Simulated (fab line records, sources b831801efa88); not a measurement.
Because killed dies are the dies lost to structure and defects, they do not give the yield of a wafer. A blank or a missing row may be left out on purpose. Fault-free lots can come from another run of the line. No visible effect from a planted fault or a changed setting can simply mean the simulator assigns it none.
fab line records / flow sky130
record: lots: 7 wafers: 21 last-day: 50
route steps=708 shown SONOS_TUNNEL@158 SONOS_ONO@168 PAD_OPEN@708
lots that met no fault: from a run of the same line without faults
start-h: hours from the record's opening day to when the first of the lot's shown wafers began / wait-h: how many hours have passed since the lot's step before this one / " as in the row above / L1.1+2: a row that stands for several wafers / - no value, or no start was given / * or withheld: withheld / < > ~ a bound
route shown NAME@n: names a module that has steps shown in the file, with the first one's number in the route / usual: mean/standard deviation taken from wafers without a fault / same: alike in all rows / chamber/n: place in a boat / sites: readings site by site / _std_site: standard deviation across them / _edge_site: outer sites' mean less inner sites' / radius-mm: for every site, how far away it sits from the centre of the wafer / mask NAME#n: copy n / behind: the tool/chamber that last shaped the wafer / hold: reason for holding the lot/hours on hold/outcome of the hold / device: the n, p or np transistor that did not switch / end of line: the route-end tests of the same wafers / for a step that has no rows: nothing shown but its recipe / killed: the dies lost at the first sort to structure and to defects; this is not the yield of the wafer / map: dies across one wafer; x = killed, . = not, _ = none there
set.NAME: the setting that was run; set.NAME@STEP: the one run at that earlier step / model.NAME: the simulator's own value behind a step, which no gauge read
certain route steps with their lots: each step a table, each wafer a row
== steps ==
step: SKY_SONOS_TUNNEL_EXPOSE_04
recipe: mask-id: TUNM na: 0.6 source-shape: conventional sigma-outer: 0.6 polarization: unpolarized target-cd-nm: 410 dose-mj: 138.1
step: SKY_SONOS_TUNNEL_PEB_05
recipe: temp-c: withheld time-s: * resist: NOVOLAK
step: SKY_SONOS_TUNNEL_DEVELOP_06
recipe: resist: NOVOLAK developer: TMAH develop-time-s: 60 dev-temp-c: 23
step: SKY_SONOS_TUNNEL_CD_MEAS_07
recipe: target-cd-nm: 410
usual: cd-nm: 409.3/2.4
lot.wafer=L666.1 tool=cd-sem-01 chamber=- start-h=253.74 wait-h=0.1 cd-nm=409.3
lot.wafer=L666.4 tool=cd-sem-01 chamber=- start-h=253.74 wait-h=0.1 cd-nm=410.6
lot.wafer=L666.5 tool=cd-sem-01 chamber=- start-h=253.74 wait-h=0.1 cd-nm=410.8
lot.wafer=L669.2 tool=cd-sem-01 chamber=- start-h=280.15 wait-h=0.1 cd-nm=406.8
lot.wafer=L669.3 tool=cd-sem-01 chamber=- start-h=280.15 wait-h=0.1 cd-nm=407.7
lot.wafer=L669.6 tool=cd-sem-01 chamber=- start-h=280.15 wait-h=0.1 cd-nm=406.6
lot.wafer=L676.1 tool=cd-sem-02 chamber=- start-h=336.83 wait-h=0.1 cd-nm=405.7
lot.wafer=L676.2 tool=cd-sem-02 chamber=- start-h=336.83 wait-h=0.1 cd-nm=405.4
lot.wafer=L676.4 tool=cd-sem-02 chamber=- start-h=336.83 wait-h=0.1 cd-nm=405.4
lot.wafer=L678.1 tool=cd-sem-01 chamber=- start-h=350.28 wait-h=0.1 cd-nm=409.3
lot.wafer=L678.2 tool=cd-sem-01 chamber=- start-h=350.28 wait-h=0.1 cd-nm=409.3
lot.wafer=L678.5 tool=cd-sem-01 chamber=- start-h=350.28 wait-h=0.1 cd-nm=408.2
lot.wafer=L681.2 tool=cd-sem-02 chamber=- start-h=373.25 wait-h=0.1 cd-nm=411.1
lot.wafer=L681.3 tool=cd-sem-02 chamber=- start-h=373.25 wait-h=0.1 cd-nm=413.6
lot.wafer=L681.5 tool=cd-sem-02 chamber=- start-h=373.25 wait-h=0.1 cd-nm=412.2
lot.wafer=L686.1 tool=cd-sem-02 chamber=- start-h=414.68 wait-h=0.1 cd-nm=410.5
lot.wafer=L686.3 tool=cd-sem-02 chamber=- start-h=414.68 wait-h=0.1 cd-nm=411.3
lot.wafer=L686.4 tool=cd-sem-02 chamber=- start-h=414.68 wait-h=0.1 cd-nm=408.3
lot.wafer=L689.2 tool=cd-sem-02 chamber=- start-h=442.30 wait-h=0.1 cd-nm=414.7
lot.wafer=L689.3 tool=cd-sem-02 chamber=- start-h=442.30 wait-h=0.1 cd-nm=411.4
lot.wafer=L689.6 tool=cd-sem-02 chamber=- start-h=442.30 wait-h=0.1 cd-nm=411.5
step: SKY_SONOS_TUNNEL_OVL_MEAS_08
usual: SONOS_TUNNEL_OVL: -0.2/1.4
lot.wafer=L666.1 tool=overlay-02 chamber=- start-h=253.86 wait-h=0.1 SONOS_TUNNEL_OVL[nm]=0.3
lot.wafer=L666.4 tool=overlay-02 chamber=- start-h=253.86 wait-h=0.1 SONOS_TUNNEL_OVL[nm]=1.7
lot.wafer=L666.5 tool=overlay-02 chamber=- start-h=253.86 wait-h=0.1 SONOS_TUNNEL_OVL[nm]=-0.4
lot.wafer=L669.2 tool=overlay-02 chamber=- start-h=280.26 wait-h=0.1 SONOS_TUNNEL_OVL[nm]=0.5
lot.wafer=L669.3 tool=overlay-02 chamber=- start-h=280.26 wait-h=0.1 SONOS_TUNNEL_OVL[nm]=0.5
lot.wafer=L669.6 tool=overlay-02 chamber=- start-h=280.26 wait-h=0.1 SONOS_TUNNEL_OVL[nm]=-0.6
lot.wafer=L676.1 tool=overlay-01 chamber=- start-h=336.95 wait-h=0.1 SONOS_TUNNEL_OVL[nm]=-1.6
lot.wafer=L676.2 tool=overlay-01 chamber=- start-h=336.95 wait-h=0.1 SONOS_TUNNEL_OVL[nm]=-1.8
lot.wafer=L676.4 tool=overlay-01 chamber=- start-h=336.95 wait-h=0.1 SONOS_TUNNEL_OVL[nm]=-2.8
lot.wafer=L678.1 tool=overlay-01 chamber=- start-h=350.40 wait-h=0.1 SONOS_TUNNEL_OVL[nm]=-3.6
lot.wafer=L678.2 tool=overlay-01 chamber=- start-h=350.40 wait-h=0.1 SONOS_TUNNEL_OVL[nm]=-2.8
lot.wafer=L678.5 tool=overlay-01 chamber=- start-h=350.40 wait-h=0.1 SONOS_TUNNEL_OVL[nm]=-0.5
lot.wafer=L681.2 tool=overlay-02 chamber=- start-h=373.35 wait-h=0.1 SONOS_TUNNEL_OVL[nm]=1.4
lot.wafer=L681.3 tool=overlay-02 chamber=- start-h=373.35 wait-h=0.1 SONOS_TUNNEL_OVL[nm]=1.8
lot.wafer=L681.5 tool=overlay-02 chamber=- start-h=373.35 wait-h=0.1 SONOS_TUNNEL_OVL[nm]=0.8
lot.wafer=L686.1 tool=overlay-02 chamber=- start-h=414.80 wait-h=0.1 SONOS_TUNNEL_OVL[nm]=0.4
lot.wafer=L686.3 tool=overlay-02 chamber=- start-h=414.80 wait-h=0.1 SONOS_TUNNEL_OVL[nm]=-0.4
lot.wafer=L686.4 tool=overlay-02 chamber=- start-h=414.80 wait-h=0.1 SONOS_TUNNEL_OVL[nm]=1.2
lot.wafer=L689.2 tool=overlay-01 chamber=- start-h=442.40 wait-h=0.1 SONOS_TUNNEL_OVL[nm]=0.9
lot.wafer=L689.3 tool=overlay-01 chamber=- start-h=442.40 wait-h=0.1 SONOS_TUNNEL_OVL[nm]=1.5
lot.wafer=L689.6 tool=overlay-01 chamber=- start-h=442.40 wait-h=0.1 SONOS_TUNNEL_OVL[nm]=1.4
step: SKY_SONOS_TUNNEL_IMPLANT_09
recipe: species: B energy-kev: 20 dose-cm2: 1e+12 tilt-deg: withheld
step: SKY_SONOS_TUNNEL_WET_ETCH_10
recipe: chemistry: dHF target-depth-nm: 14 target: SiO2 dilution: 100:1 temp-c: 25 time-s: 280
step: SKY_SONOS_TUNNEL_STRIP_11
recipe: chemistry: SPM time-s: 600 temp-c: 130
step: SKY_SONOS_TUNNEL_TW_MEAS_12
usual: SONOS_TUNNEL_TW: 197.2/1.4
lot.wafer=L666.1 tool=film-metro-02 chamber=- start-h=254.34 wait-h=0.0 SONOS_TUNNEL_TW=197.2
lot.wafer=L666.4 tool=film-metro-02 chamber=- start-h=254.34 wait-h=0.0 SONOS_TUNNEL_TW=196.7
lot.wafer=L666.5 tool=film-metro-02 chamber=- start-h=254.34 wait-h=0.0 SONOS_TUNNEL_TW=198.2
lot.wafer=L669.2 tool=film-metro-02 chamber=- start-h=280.71 wait-h=0.0 SONOS_TUNNEL_TW=196.9
lot.wafer=L669.3 tool=film-metro-02 chamber=- start-h=280.71 wait-h=0.0 SONOS_TUNNEL_TW=197.0
lot.wafer=L669.6 tool=film-metro-02 chamber=- start-h=280.71 wait-h=0.0 SONOS_TUNNEL_TW=195.7
lot.wafer=L676.1 tool=film-metro-04 chamber=- start-h=337.40 wait-h=0.0 SONOS_TUNNEL_TW=199.2
lot.wafer=L676.2 tool=film-metro-04 chamber=- start-h=337.40 wait-h=0.0 SONOS_TUNNEL_TW=198.7
lot.wafer=L676.4 tool=film-metro-04 chamber=- start-h=337.40 wait-h=0.0 SONOS_TUNNEL_TW=199.2
lot.wafer=L678.1 tool=film-metro-03 chamber=- start-h=350.85 wait-h=0.0 SONOS_TUNNEL_TW=195.4
lot.wafer=L678.2 tool=film-metro-03 chamber=- start-h=350.85 wait-h=0.0 SONOS_TUNNEL_TW=196.6
lot.wafer=L678.5 tool=film-metro-03 chamber=- start-h=350.85 wait-h=0.0 SONOS_TUNNEL_TW=195.9
lot.wafer=L681.2 tool=film-metro-02 chamber=- start-h=373.88 wait-h=0.0 SONOS_TUNNEL_TW=199.5
lot.wafer=L681.3 tool=film-metro-02 chamber=- start-h=373.88 wait-h=0.0 SONOS_TUNNEL_TW=198.6
lot.wafer=L681.5 tool=film-metro-02 chamber=- start-h=373.88 wait-h=0.0 SONOS_TUNNEL_TW=198.4
lot.wafer=L686.1 tool=film-metro-02 chamber=- start-h=415.28 wait-h=0.0 SONOS_TUNNEL_TW=196.7
lot.wafer=L686.3 tool=film-metro-02 chamber=- start-h=415.28 wait-h=0.0 SONOS_TUNNEL_TW=197.6
lot.wafer=L686.4 tool=film-metro-02 chamber=- start-h=415.28 wait-h=0.0 SONOS_TUNNEL_TW=197.5
lot.wafer=L689.2 tool=film-metro-03 chamber=- start-h=442.85 wait-h=0.0 SONOS_TUNNEL_TW=196.1
lot.wafer=L689.3 tool=film-metro-03 chamber=- start-h=442.85 wait-h=0.0 SONOS_TUNNEL_TW=196.3
lot.wafer=L689.6 tool=film-metro-03 chamber=- start-h=442.85 wait-h=0.0 SONOS_TUNNEL_TW=196.8
step: SKY_SONOS_TUNNEL_CLEAN_13
recipe: chemistry: dHF time-s: 20 dilution: 100:1 dry: ipa-marangoni
step: SKY_SONOS_ONO_OXIDATION_00
recipe: temp-c: 800 ambient: O2 idle-temp-c: 700 ramp-up-c-per-min: 10 ramp-down-c-per-min: 3 stabilise-s: 600 purge-s: 300 target-thk-a: 26 ox-time-s: 1249
step: SKY_SONOS_ONO_THK_MEAS_01
recipe: reads: SiO2_of_SONOS_ONO_OXIDATION_00
usual: SONOS_ONO_OXIDATION_THK: 2.59/0.061
lot.wafer=L666.1 tool=film-metro-01 chamber=- start-h=259.31 wait-h=0.0 SONOS_ONO_OXIDATION_THK[nm]=2.48
lot.wafer=L666.4 tool=film-metro-01 chamber=- start-h=259.31 wait-h=0.0 SONOS_ONO_OXIDATION_THK[nm]=2.56
lot.wafer=L666.5 tool=film-metro-01 chamber=- start-h=259.31 wait-h=0.0 SONOS_ONO_OXIDATION_THK[nm]=2.56
lot.wafer=L669.2 tool=film-metro-02 chamber=- start-h=285.06 wait-h=0.0 SONOS_ONO_OXIDATION_THK[nm]=2.45
lot.wafer=L669.3 tool=film-metro-02 chamber=- start-h=285.06 wait-h=0.0 SONOS_ONO_OXIDATION_THK[nm]=2.46
lot.wafer=L669.6 tool=film-metro-02 chamber=- start-h=285.06 wait-h=0.0 SONOS_ONO_OXIDATION_THK[nm]=2.57
lot.wafer=L676.1 tool=film-metro-02 chamber=- start-h=342.90 wait-h=0.0 SONOS_ONO_OXIDATION_THK[nm]=2.55
lot.wafer=L676.2 tool=film-metro-02 chamber=- start-h=342.90 wait-h=0.0 SONOS_ONO_OXIDATION_THK[nm]=2.57
lot.wafer=L676.4 tool=film-metro-02 chamber=- start-h=342.90 wait-h=0.0 SONOS_ONO_OXIDATION_THK[nm]=2.56
lot.wafer=L678.1 tool=film-metro-02 chamber=- start-h=355.58 wait-h=0.0 SONOS_ONO_OXIDATION_THK[nm]=2.61
lot.wafer=L678.2 tool=film-metro-02 chamber=- start-h=355.58 wait-h=0.0 SONOS_ONO_OXIDATION_THK[nm]=2.50
lot.wafer=L678.5 tool=film-metro-02 chamber=- start-h=355.58 wait-h=0.0 SONOS_ONO_OXIDATION_THK[nm]=2.52
lot.wafer=L681.2 tool=film-metro-04 chamber=- start-h=376.03 wait-h=0.0 SONOS_ONO_OXIDATION_THK[nm]=2.55
lot.wafer=L681.3 tool=film-metro-04 chamber=- start-h=376.03 wait-h=0.0 SONOS_ONO_OXIDATION_THK[nm]=2.58
lot.wafer=L681.5 tool=film-metro-04 chamber=- start-h=376.03 wait-h=0.0 SONOS_ONO_OXIDATION_THK[nm]=2.59
lot.wafer=L686.1 tool=film-metro-04 chamber=- start-h=417.98 wait-h=0.0 SONOS_ONO_OXIDATION_THK[nm]=2.59
lot.wafer=L686.3 tool=film-metro-04 chamber=- start-h=417.98 wait-h=0.0 SONOS_ONO_OXIDATION_THK[nm]=2.50
lot.wafer=L686.4 tool=film-metro-04 chamber=- start-h=417.98 wait-h=0.0 SONOS_ONO_OXIDATION_THK[nm]=2.56
lot.wafer=L689.2 tool=film-metro-04 chamber=- start-h=444.49 wait-h=0.0 SONOS_ONO_OXIDATION_THK[nm]=2.65
lot.wafer=L689.3 tool=film-metro-04 chamber=- start-h=444.49 wait-h=0.0 SONOS_ONO_OXIDATION_THK[nm]=2.71
lot.wafer=L689.6 tool=film-metro-04 chamber=- start-h=444.49 wait-h=0.0 SONOS_ONO_OXIDATION_THK[nm]=2.68
step: SKY_SONOS_ONO_CVD_02
recipe: material: Si3N4 precursor: DCS/NH3 target-thk-nm: 10.5 temp-c: 770 time-s: 180 pressure-mtorr: 250
usual: spike-tc-lower-C: 770.3/1.1 zone-power-bottom-pct: 20.9/1.2 zone-power-top-pct: 26.6/0.35
lot.wafer=L666.1 tool=lpcvd-02 chamber=0 start-h=259.37 wait-h=0.1 spike-tc-lower-C=769.4 zone-power-bottom-pct=22.1 zone-power-top-pct=27.2
lot.wafer=L666.4 tool=lpcvd-02 chamber=0 start-h=259.37 wait-h=0.1 spike-tc-lower-C=770.3 zone-power-bottom-pct=22.3 zone-power-top-pct=26.0
lot.wafer=L666.5 tool=lpcvd-02 chamber=0 start-h=259.37 wait-h=0.1 spike-tc-lower-C=768.0 zone-power-bottom-pct=22.2 zone-power-top-pct=25.9
lot.wafer=L669.2 tool=lpcvd-02 chamber=0 start-h=286.91 wait-h=1.8 spike-tc-lower-C=769.8 zone-power-bottom-pct=22.4 zone-power-top-pct=26.7
lot.wafer=L669.3 tool=lpcvd-02 chamber=0 start-h=286.91 wait-h=1.8 spike-tc-lower-C=770.7 zone-power-bottom-pct=21.8 zone-power-top-pct=26.4
lot.wafer=L669.6 tool=lpcvd-02 chamber=0 start-h=286.91 wait-h=1.8 spike-tc-lower-C=769.6 zone-power-bottom-pct=22.3 zone-power-top-pct=26.1
lot.wafer=L676.1 tool=lpcvd-02 chamber=0 start-h=342.96 wait-h=0.1 spike-tc-lower-C=770.1 zone-power-bottom-pct=22.0 zone-power-top-pct=26.1
lot.wafer=L676.2 tool=lpcvd-02 chamber=0 start-h=342.96 wait-h=0.1 spike-tc-lower-C=771.0 zone-power-bottom-pct=22.3 zone-power-top-pct=26.6
lot.wafer=L676.4 tool=lpcvd-02 chamber=0 start-h=342.96 wait-h=0.1 spike-tc-lower-C=769.4 zone-power-bottom-pct=21.7 zone-power-top-pct=26.3
lot.wafer=L678.1 tool=lpcvd-02 chamber=0 start-h=360.54 wait-h=4.9 spike-tc-lower-C=770.0 zone-power-bottom-pct=22.3 zone-power-top-pct=27.0
lot.wafer=L678.2 tool=lpcvd-02 chamber=0 start-h=360.54 wait-h=4.9 spike-tc-lower-C=770.5 zone-power-bottom-pct=22.1 zone-power-top-pct=26.1
lot.wafer=L678.5 tool=lpcvd-02 chamber=0 start-h=360.54 wait-h=4.9 spike-tc-lower-C=767.8 zone-power-bottom-pct=22.5 zone-power-top-pct=25.9
lot.wafer=L681.2 tool=lpcvd-02 chamber=0 start-h=376.86 wait-h=0.8 spike-tc-lower-C=769.6 zone-power-bottom-pct=22.1 zone-power-top-pct=26.4
lot.wafer=L681.3 tool=lpcvd-02 chamber=0 start-h=376.86 wait-h=0.8 spike-tc-lower-C=769.2 zone-power-bottom-pct=21.7 zone-power-top-pct=26.1
lot.wafer=L681.5 tool=lpcvd-02 chamber=0 start-h=376.86 wait-h=0.8 spike-tc-lower-C=771.0 zone-power-bottom-pct=22.0 zone-power-top-pct=26.0
lot.wafer=L686.1 tool=lpcvd-02 chamber=1 start-h=418.57 wait-h=0.6 spike-tc-lower-C=769.6 zone-power-bottom-pct=20.0 zone-power-top-pct=26.4
lot.wafer=L686.3 tool=lpcvd-02 chamber=1 start-h=418.57 wait-h=0.6 spike-tc-lower-C=772.4 zone-power-bottom-pct=19.9 zone-power-top-pct=27.1
lot.wafer=L686.4 tool=lpcvd-02 chamber=1 start-h=418.57 wait-h=0.6 spike-tc-lower-C=770.4 zone-power-bottom-pct=19.6 zone-power-top-pct=27.2
lot.wafer=L689.2 tool=lpcvd-02 chamber=1 start-h=445.59 wait-h=1.1 spike-tc-lower-C=770.0 zone-power-bottom-pct=19.8 zone-power-top-pct=26.5
lot.wafer=L689.3 tool=lpcvd-02 chamber=1 start-h=445.59 wait-h=1.1 spike-tc-lower-C=770.5 zone-power-bottom-pct=19.7 zone-power-top-pct=26.5
lot.wafer=L689.6 tool=lpcvd-02 chamber=1 start-h=445.59 wait-h=1.1 spike-tc-lower-C=771.7 zone-power-bottom-pct=19.7 zone-power-top-pct=27.0
step: SKY_SONOS_ONO_THK_MEAS_03
recipe: reads: Si3N4_of_SONOS_ONO_CVD_02
usual: SONOS_ONO_CVD_02_THK: 10.43/0.16
lot.wafer=L666.1 tool=film-metro-04 chamber=- start-h=260.42 wait-h=0.0 hold=- SONOS_ONO_CVD_02_THK[nm]=10.48
lot.wafer=L666.4 tool=film-metro-04 chamber=- start-h=260.42 wait-h=0.0 hold=- SONOS_ONO_CVD_02_THK[nm]=10.33
lot.wafer=L666.5 tool=film-metro-04 chamber=- start-h=260.42 wait-h=0.0 hold=- SONOS_ONO_CVD_02_THK[nm]=10.22
lot.wafer=L669.2 tool=film-metro-04 chamber=- start-h=287.97 wait-h=0.0 hold=- SONOS_ONO_CVD_02_THK[nm]=10.40
lot.wafer=L669.3 tool=film-metro-04 chamber=- start-h=287.97 wait-h=0.0 hold=- SONOS_ONO_CVD_02_THK[nm]=10.20
lot.wafer=L669.6 tool=film-metro-04 chamber=- start-h=287.97 wait-h=0.0 hold=- SONOS_ONO_CVD_02_THK[nm]=10.12
lot.wafer=L676.1 tool=film-metro-04 chamber=- start-h=344.01 wait-h=0.0 hold=await-dispo/0.2h/release SONOS_ONO_CVD_02_THK[nm]=8.08
lot.wafer=L676.2 tool=film-metro-04 chamber=- start-h=344.01 wait-h=0.0 hold=await-dispo/0.2h/release SONOS_ONO_CVD_02_THK[nm]=8.24
lot.wafer=L676.4 tool=film-metro-04 chamber=- start-h=344.01 wait-h=0.0 hold=await-dispo/0.2h/release SONOS_ONO_CVD_02_THK[nm]=8.17
lot.wafer=L676.1 tool=film-metro-04 chamber=- start-h=344.23 wait-h=0.2 hold=- SONOS_ONO_CVD_02_THK[nm]=8.11
lot.wafer=L676.2 tool=film-metro-04 chamber=- start-h=344.23 wait-h=0.2 hold=- SONOS_ONO_CVD_02_THK[nm]=8.21
lot.wafer=L676.4 tool=film-metro-04 chamber=- start-h=344.23 wait-h=0.2 hold=- SONOS_ONO_CVD_02_THK[nm]=8.18
lot.wafer=L678.1 tool=film-metro-04 chamber=- start-h=361.59 wait-h=0.0 hold=await-dispo/0.2h/release SONOS_ONO_CVD_02_THK[nm]=8.21
lot.wafer=L678.2 tool=film-metro-04 chamber=- start-h=361.59 wait-h=0.0 hold=await-dispo/0.2h/release SONOS_ONO_CVD_02_THK[nm]=7.93
lot.wafer=L678.5 tool=film-metro-04 chamber=- start-h=361.59 wait-h=0.0 hold=await-dispo/0.2h/release SONOS_ONO_CVD_02_THK[nm]=8.17
lot.wafer=L678.1 tool=film-metro-04 chamber=- start-h=361.82 wait-h=0.2 hold=- SONOS_ONO_CVD_02_THK[nm]=8.20
lot.wafer=L678.2 tool=film-metro-04 chamber=- start-h=361.82 wait-h=0.2 hold=- SONOS_ONO_CVD_02_THK[nm]=7.93
lot.wafer=L678.5 tool=film-metro-04 chamber=- start-h=361.82 wait-h=0.2 hold=- SONOS_ONO_CVD_02_THK[nm]=8.27
lot.wafer=L681.2 tool=film-metro-01 chamber=- start-h=377.92 wait-h=0.0 hold=await-dispo/0.2h/release SONOS_ONO_CVD_02_THK[nm]=8.35
lot.wafer=L681.3 tool=film-metro-01 chamber=- start-h=377.92 wait-h=0.0 hold=await-dispo/0.2h/release SONOS_ONO_CVD_02_THK[nm]=8.33
lot.wafer=L681.5 tool=film-metro-01 chamber=- start-h=377.92 wait-h=0.0 hold=await-dispo/0.2h/release SONOS_ONO_CVD_02_THK[nm]=8.36
lot.wafer=L681.2 tool=film-metro-01 chamber=- start-h=378.14 wait-h=0.2 hold=- SONOS_ONO_CVD_02_THK[nm]=8.29
lot.wafer=L681.3 tool=film-metro-01 chamber=- start-h=378.14 wait-h=0.2 hold=- SONOS_ONO_CVD_02_THK[nm]=8.34
lot.wafer=L681.5 tool=film-metro-01 chamber=- start-h=378.14 wait-h=0.2 hold=- SONOS_ONO_CVD_02_THK[nm]=8.36
lot.wafer=L686.1 tool=film-metro-02 chamber=- start-h=419.62 wait-h=0.0 hold=- SONOS_ONO_CVD_02_THK[nm]=10.62
lot.wafer=L686.3 tool=film-metro-02 chamber=- start-h=419.62 wait-h=0.0 hold=- SONOS_ONO_CVD_02_THK[nm]=10.65
lot.wafer=L686.4 tool=film-metro-02 chamber=- start-h=419.62 wait-h=0.0 hold=- SONOS_ONO_CVD_02_THK[nm]=10.47
lot.wafer=L689.2 tool=film-metro-04 chamber=- start-h=446.65 wait-h=0.0 hold=- SONOS_ONO_CVD_02_THK[nm]=10.56
lot.wafer=L689.3 tool=film-metro-04 chamber=- start-h=446.65 wait-h=0.0 hold=- SONOS_ONO_CVD_02_THK[nm]=10.42
lot.wafer=L689.6 tool=film-metro-04 chamber=- start-h=446.65 wait-h=0.0 hold=- SONOS_ONO_CVD_02_THK[nm]=10.58
step: SKY_PAD_OPEN_PROBE_99
usual: killed_at_M0_to_M3: 43/6.5 killed_at_M4_up: 3.2/1.9 killed-at-contacts: 25/5.5 killed-at-front-end: 14/4.2 killed-at-other: 0.2/0.44 killed-dies: 85/8.5 killed-open: 47/7 killed-short: 39/6.3
same: gross-dies: 492 killed-at-back-side: 0
lot.wafer=L666.1 tool=prober-02 chamber=- start-h=1082.15 wait-h=0.1 killed_at_M0_to_M3=46 killed_at_M4_up=2 killed-at-contacts=26 killed-at-front-end=15 killed-at-other=0 killed-dies=89 killed-open=42 killed-short=47
lot.wafer=L666.4 tool=prober-02 chamber=- start-h=1082.30 wait-h=0.2 killed_at_M0_to_M3=40 killed_at_M4_up=3 killed-at-contacts=25 killed-at-front-end=21 killed-at-other=0 killed-dies=89 killed-open=41 killed-short=48
lot.wafer=L666.5 tool=prober-02 chamber=- start-h=1082.35 wait-h=0.2 killed_at_M0_to_M3=39 killed_at_M4_up=2 killed-at-contacts=19 killed-at-front-end=15 killed-at-other=0 killed-dies=75 killed-open=45 killed-short=30
lot.wafer=L669.2 tool=prober-01 chamber=- start-h=1108.70 wait-h=0.1 killed_at_M0_to_M3=43 killed_at_M4_up=4 killed-at-contacts=22 killed-at-front-end=7 killed-at-other=1 killed-dies=77 killed-open=36 killed-short=41
lot.wafer=L669.6 tool=prober-01 chamber=- start-h=1108.90 wait-h=0.2 killed_at_M0_to_M3=46 killed_at_M4_up=2 killed-at-contacts=18 killed-at-front-end=11 killed-at-other=0 killed-dies=77 killed-open=39 killed-short=38
lot.wafer=L678.1 tool=prober-02 chamber=- start-h=1164.77 wait-h=0.1 killed_at_M0_to_M3=37 killed_at_M4_up=7 killed-at-contacts=27 killed-at-front-end=18 killed-at-other=0 killed-dies=89 killed-open=43 killed-short=45
lot.wafer=L678.2 tool=prober-02 chamber=- start-h=1164.82 wait-h=0.1 killed_at_M0_to_M3=60 killed_at_M4_up=2 killed-at-contacts=26 killed-at-front-end=19 killed-at-other=0 killed-dies=107 killed-open=70 killed-short=36
lot.wafer=L678.5 tool=prober-02 chamber=- start-h=1164.97 wait-h=0.2 killed_at_M0_to_M3=51 killed_at_M4_up=3 killed-at-contacts=24 killed-at-front-end=19 killed-at-other=1 killed-dies=98 killed-open=45 killed-short=52
lot.wafer=L681.2 tool=prober-01 chamber=- start-h=1171.50 wait-h=0.1 killed_at_M0_to_M3=41 killed_at_M4_up=6 killed-at-contacts=18 killed-at-front-end=15 killed-at-other=1 killed-dies=81 killed-open=52 killed-short=29
lot.wafer=L681.3 tool=prober-01 chamber=- start-h=1171.55 wait-h=0.2 killed_at_M0_to_M3=43 killed_at_M4_up=4 killed-at-contacts=20 killed-at-front-end=23 killed-at-other=1 killed-dies=91 killed-open=49 killed-short=41
lot.wafer=L681.5 tool=prober-01 chamber=- start-h=1171.65 wait-h=0.2 killed_at_M0_to_M3=50 killed_at_M4_up=0 killed-at-contacts=23 killed-at-front-end=14 killed-at-other=1 killed-dies=88 killed-open=46 killed-short=41
killed by level:class
L666.1 VIA1:geometric-particle:open=10 CONTACT:geometric-particle:short=9 METAL1:geometric-particle:short=7 LOCAL_INTERCONNECT:geometric-particle:short=7 CONTACT:geometric-particle:open=6 METAL2:geometric-particle:short=6 VIA2:geometric-particle:open=6 VIA3:geometric-particle:open=6
L666.4 CONTACT:geometric-particle:open=9 VIA1:geometric-particle:open=9 FIELD_ISO:geometric-particle:short=7 VIA1:geometric-particle:short=7 CONTACT:geometric-particle:short=6 METAL3:geometric-particle:short=6 FIELD_ISO:geometric-particle:open=5 LI_CONTACT:geometric-particle:open=5
L666.5 VIA3:geometric-particle:open=10 LI_CONTACT:geometric-particle:open=7 POLY_GATE:geometric-particle:open=6 VIA2:geometric-particle:open=6 CONTACT:geometric-particle:open=6 METAL2:geometric-particle:short=5 VIA1:geometric-particle:open=4 CONTACT:geometric-particle:short=3
L669.2 CONTACT:geometric-particle:open=9 VIA1:geometric-particle:short=9 VIA1:geometric-particle:open=8 LI_CONTACT:geometric-particle:open=5 CONTACT:geometric-particle:short=5 VIA2:geometric-particle:open=5 METAL1:geometric-particle:short=5 VIA2:geometric-particle:short=4
L669.6 VIA1:geometric-particle:open=12 METAL1:geometric-particle:short=8 VIA3:geometric-particle:open=6 VIA2:geometric-particle:open=5 LI_CONTACT:geometric-particle:open=5 CONTACT:geometric-particle:open=5 CONTACT:geometric-particle:short=4 VIA1:geometric-particle:short=4
L678.1 CONTACT:geometric-particle:open=10 METAL3:geometric-particle:short=8 LI_CONTACT:geometric-particle:open=7 VIA1:geometric-particle:open=7 FIELD_ISO:geometric-particle:short=5 METAL1:geometric-particle:short=5 VIA1:geometric-particle:short=5 FIELD_ISO:geometric-particle:open=4
L678.2 VIA1:geometric-particle:open=28 CONTACT:geometric-particle:open=12 VIA2:geometric-particle:open=10 VIA1:geometric-particle:short=8 LI_CONTACT:geometric-particle:open=7 POLY_GATE:geometric-particle:open=6 FIELD_ISO:geometric-particle:open=4 POLY_GATE:geometric-particle:short=4
L678.5 CONTACT:geometric-particle:open=13 VIA1:geometric-particle:open=13 VIA1:geometric-particle:short=8 METAL2:geometric-particle:short=8 METAL1:geometric-particle:short=7 POLY_GATE:geometric-particle:short=5 VIA3:geometric-particle:open=4 LOCAL_INTERCONNECT:geometric-particle:short=4
L681.2 VIA1:geometric-particle:open=15 CONTACT:geometric-particle:open=13 VIA2:geometric-particle:open=6 METAL2:geometric-particle:short=5 POLY_GATE:geometric-particle:short=4 POLY_GATE:geometric-particle:open=4 VIA3:geometric-particle:open=4 METAL4:geometric-particle:short=4
L681.3 VIA1:geometric-particle:open=11 CONTACT:geometric-particle:open=8 VIA1:geometric-particle:short=8 POLY_GATE:geometric-particle:short=7 LI_CONTACT:geometric-particle:open=6 VIA2:geometric-particle:open=6 VIA3:geometric-particle:open=5 FIELD_ISO:geometric-particle:open=4
L681.5 CONTACT:geometric-particle:open=10 VIA1:geometric-particle:open=10 METAL2:geometric-particle:short=7 METAL1:geometric-particle:short=7 LOCAL_INTERCONNECT:geometric-particle:short=6 VIA2:geometric-particle:open=5 VIA3:geometric-particle:open=5 POLY_GATE:geometric-particle:short=4
== key ==
first-sign: step: SKY_SONOS_ONO_THK_MEAS_03 reading: visit direction: added
effect: step: SKY_SONOS_ONO_THK_MEAS_03 reading: SONOS_ONO_CVD_02_THK direction: down sigmas: 14 usual: 10.43 struck: 8.21
met-at SKY_SONOS_ONO_CVD_02
struck-wafers L676.1,L676.2,L676.4,L678.1,L678.2,L678.5,L681.2,L681.3,L681.5
tester-left-out L676,L678,L681
onset-between 286.91 342.96
fault: kind: site-profile-drift tool: lpcvd-02 chamber: 0 onset-h: 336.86 steps: SKY_SONOS_ONO_CVD_02 basis: fraction max-abs-drift: 0.45702 slope-share-per-hr: 101.56 site-pattern: 0,0,0,0,0,-1,-1,-1,-1
tester-left-out: of these lots the tester's yield and bins aren't shown, on N5 and GAA mostly nor the transistor test; their killed dies are dies lost to structure and defects alone, not to doping, threshold or leakage, so they don't give the yield
